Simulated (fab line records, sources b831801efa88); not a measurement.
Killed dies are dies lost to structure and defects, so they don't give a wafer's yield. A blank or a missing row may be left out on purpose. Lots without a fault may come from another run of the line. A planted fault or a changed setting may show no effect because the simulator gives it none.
One fault seen from 2 desks | flow sky130 | each desk has only its own numbers; what lay behind them comes last

THE TOOL OWNER'S DESK: implanter-01
The tool's own readings at SKY_LDD_N_IMPLANT_11: means of the sampled wafers that have a number, for each lot that ran on this tool. A lot is out of limits, marked OUT, if its mean lies more than 4 standard deviations from the usual mean; the brackets give that distance.
Columns: A = beam_energy_keV at SKY_LDD_N_IMPLANT_11, usual 20.001; B = dose_ions_cm2 at SKY_LDD_N_IMPLANT_11, usual 7.5e+13; C = end_station_pressure_torr at SKY_LDD_N_IMPLANT_11, usual 5.33e-06 Torr; D = faraday_current_uA at SKY_LDD_N_IMPLANT_11, usual 423
lot  | first seen here | A      | B                         | C        | D
L369 | day 18 08:05    | 20.000 | 7.5e+13                   | 5.32e-06 | 424
L378 | day 21 19:48    | 19.995 | 6.4e+13 (-99 or more) OUT | 5.35e-06 | 355 (-7.8) OUT
L380 | day 22 17:19    | 20.003 | 6.4e+13 (-99 or more) OUT | 4.98e-06 | 363 (-6.9) OUT
This desk's finding: out of limits on L378, L380; first on L378, day 21 19:48 (dose_ions_cm2 at SKY_LDD_N_IMPLANT_11). In limits: L369.

THE METROLOGY DESK
What the gauges read, lot by lot, whatever tool the lot ran on: means of the sampled wafers that have a number. A lot is out of limits, marked OUT, if its mean lies more than 4 standard deviations from the usual mean; the brackets give that distance.
Columns: A = cd_nm at SKY_POLY_GATE_CD_MEAS_22, usual 151.0 nm; B = LDD_N_OVL at SKY_LDD_N_OVL_MEAS_07, usual -0.1 nm
lot  | first seen here | A     | B
L367 | day 16 12:47    | 146.7 | -1.4
L369 | day 17 02:17    | 149.5 | -1.0
L378 | day 20 12:44    | 151.6 | 1.4
L380 | day 21 10:39    | 149.3 | -0.3
L389 | day 24 08:43    | 152.3 | 0.9
L390 | day 24 17:41    | 151.0 | 1.0
This desk's finding: nothing out of limits on any of the 6 lots.

PUT TOGETHER
The tool owner's desk could have raised an alarm at day 21 19:48, on L378, L380.
The metrology desk saw nothing out of limits.
The metrology desk has L378, L380 on record, within its limits.
Of the lots named, all ran SKY_LDD_N_IMPLANT_11 on implanter-01.

WHAT THE SIMULATOR HAD PUT IN
Process parameter drift: implanter-01, from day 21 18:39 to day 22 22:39, at SKY_LDD_N_IMPLANT_11. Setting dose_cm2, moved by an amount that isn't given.
Lots struck among those shown: L378, L380.
Hours from the fault's start to each desk's first reading out of limits: the tool owner's desk, 1.
